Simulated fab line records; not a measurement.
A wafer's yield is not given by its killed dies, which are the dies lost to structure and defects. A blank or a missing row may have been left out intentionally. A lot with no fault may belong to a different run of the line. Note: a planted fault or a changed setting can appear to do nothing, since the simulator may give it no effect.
Check of tool commonality || flow sky130 || Sample size 14 lots and 42 wafers

== REASON IT WAS OPENED ==
Of 14 lots, 2 have the reading LDD_HVP_TW flagged at SKY_LDD_HVP_TW_MEAS_10. No-fault wafers: 452.3, standard deviation 3.
Rule: a lot is flagged when every wafer of it that has a number lies more than 4 standard deviations from that mean, or none has a number. The other lots count as sound.

{"lot": "L123", "measured": "day 22 12:27", "on": "filmMetro-01", "LDD_HVP_TW, wafer by wafer": "453.8 457.1 455.7", "flag": ""}
{"lot": "L125", "measured": "day 23 02:20", "on": "filmMetro-04", "LDD_HVP_TW, wafer by wafer": "449.8 449.3 450.9", "flag": ""}
{"lot": "L124", "measured": "day 23 07:23", "on": "filmMetro-04", "LDD_HVP_TW, wafer by wafer": "451.3 450.0 451.6", "flag": ""}
{"lot": "L126", "measured": "day 23 14:54", "on": "filmMetro-02", "LDD_HVP_TW, wafer by wafer": "450.2 449.5 449.5", "flag": ""}
{"lot": "L127", "measured": "day 23 15:43", "on": "filmMetro-04", "LDD_HVP_TW, wafer by wafer": "450.8 450.2 448.4", "flag": ""}
{"lot": "L129", "measured": "day 24 05:05", "on": "filmMetro-01", "LDD_HVP_TW, wafer by wafer": "457.4 455.4 455.8", "flag": ""}
{"lot": "L130", "measured": "day 24 13:30", "on": "filmMetro-01", "LDD_HVP_TW, wafer by wafer": "454.4 456.0 456.8", "flag": ""}
{"lot": "L131", "measured": "day 25 04:47", "on": "filmMetro-02", "LDD_HVP_TW, wafer by wafer": "450.9 452.7 452.8", "flag": ""}
{"lot": "L132", "measured": "day 25 04:59", "on": "filmMetro-04", "LDD_HVP_TW, wafer by wafer": "451.6 452.6 449.7", "flag": ""}
{"lot": "L138", "measured": "day 26 23:19", "on": "filmMetro-04", "LDD_HVP_TW, wafer by wafer": "448.8 450.0 446.9", "flag": ""}
{"lot": "L139", "measured": "day 28 07:20", "on": "filmMetro-01", "LDD_HVP_TW, wafer by wafer": "488.6 487.4 485.4", "flag": "FLAGGED"}
{"lot": "L142", "measured": "day 28 13:11", "on": "filmMetro-02", "LDD_HVP_TW, wafer by wafer": "481.8 479.5 481.8", "flag": "FLAGGED"}
{"lot": "L144", "measured": "day 28 21:36", "on": "filmMetro-02", "LDD_HVP_TW, wafer by wafer": "449.4 452.7 452.0", "flag": ""}
{"lot": "L145", "measured": "day 29 06:30", "on": "filmMetro-02", "LDD_HVP_TW, wafer by wafer": "452.3 452.9 453.2", "flag": ""}
On average the flagged lots' numbers are 484.1, which is +31.8 against the usual, or +11 standard deviations.

== TOOL THAT RAN EACH LOT ==
The record keeps 1 process step preceding the reading, out of 708 steps on the route. Each cell gives the tool, then ch followed by the chambers the sampled wafers passed through, then the start.
{"lot": "L123", "flag": "", "SKY_LDD_HVP_IMPLANT_08": "implanter-04 ch 0, day 22 12:13"}
{"lot": "L125", "flag": "", "SKY_LDD_HVP_IMPLANT_08": "implanter-04 ch 0, day 23 02:05"}
{"lot": "L124", "flag": "", "SKY_LDD_HVP_IMPLANT_08": "implanter-01 ch 0, day 23 07:08"}
{"lot": "L126", "flag": "", "SKY_LDD_HVP_IMPLANT_08": "implanter-02 ch 0, day 23 14:40"}
{"lot": "L127", "flag": "", "SKY_LDD_HVP_IMPLANT_08": "implanter-04 ch 0, day 23 15:28"}
{"lot": "L129", "flag": "", "SKY_LDD_HVP_IMPLANT_08": "implanter-02 ch 0, day 24 04:50"}
{"lot": "L130", "flag": "", "SKY_LDD_HVP_IMPLANT_08": "implanter-01 ch 0, day 24 13:17"}
{"lot": "L131", "flag": "", "SKY_LDD_HVP_IMPLANT_08": "implanter-04 ch 0, day 25 04:32"}
{"lot": "L132", "flag": "", "SKY_LDD_HVP_IMPLANT_08": "implanter-01 ch 0, day 25 04:44"}
{"lot": "L138", "flag": "", "SKY_LDD_HVP_IMPLANT_08": "implanter-01 ch 0, day 26 23:05"}
{"lot": "L139", "flag": "FLAGGED", "SKY_LDD_HVP_IMPLANT_08": "implanter-02 ch 0, day 28 07:07"}
{"lot": "L142", "flag": "FLAGGED", "SKY_LDD_HVP_IMPLANT_08": "implanter-02 ch 0, day 28 12:56"}
{"lot": "L144", "flag": "", "SKY_LDD_HVP_IMPLANT_08": "implanter-01 ch 0, day 28 21:22"}
{"lot": "L145", "flag": "", "SKY_LDD_HVP_IMPLANT_08": "implanter-01 ch 0, day 29 06:16"}
What is done by these steps:
- SKY_LDD_HVP_IMPLANT_08
- SKY_LDD_HVP_TW_MEAS_10

== FLAGGED AGAINST TOTAL, ONE TOOL AT A TIME (gauges that did the reading follow at the end) ==
{"step": "SKY_LDD_HVP_IMPLANT_08", "tool": "implanter-01", "lots run": 6, "flagged": 0, "share of the flagged lots": "none", "sound lots run after its first flagged lot": "-"}
{"step": "SKY_LDD_HVP_IMPLANT_08", "tool": "implanter-02", "lots run": 4, "flagged": 2, "share of the flagged lots": "all", "sound lots run after its first flagged lot": 0}
{"step": "SKY_LDD_HVP_IMPLANT_08", "tool": "implanter-04", "lots run": 4, "flagged": 0, "share of the flagged lots": "none", "sound lots run after its first flagged lot": "-"}
{"step": "SKY_LDD_HVP_TW_MEAS_10", "tool": "filmMetro-01", "lots run": 4, "flagged": 1, "share of the flagged lots": "some", "sound lots run after its first flagged lot": 0}
{"step": "SKY_LDD_HVP_TW_MEAS_10", "tool": "filmMetro-02", "lots run": 5, "flagged": 1, "share of the flagged lots": "some", "sound lots run after its first flagged lot": "2 (L144,L145)"}
{"step": "SKY_LDD_HVP_TW_MEAS_10", "tool": "filmMetro-04", "lots run": 5, "flagged": 0, "share of the flagged lots": "none", "sound lots run after its first flagged lot": "-"}

== WHAT THE TABLE PERMITS ==
1 row of the table ran every flagged lot: implanter-02 at SKY_LDD_HVP_IMPLANT_08.
- implanter-02 at SKY_LDD_HVP_IMPLANT_08: 2 of its 4 lots flagged. It ran its last sound lot, L129, at day 24 04:50 and its first flagged lot, L139, at day 28 07:07: a fault with its onset between the two fits. Its own readings (beamOnS, faradayCurrentUA) fall more than 4 standard deviations out on all wafers of the flagged lots.
Left over: one tool, implanter-02 at SKY_LDD_HVP_IMPLANT_08.

== WHAT THE SIMULATOR PUT IN ==
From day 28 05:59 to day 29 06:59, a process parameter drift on implanter-02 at SKY_LDD_HVP_IMPLANT_08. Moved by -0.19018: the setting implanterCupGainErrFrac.
Struck lots among those shown: L139, L142. The rule above found the same.
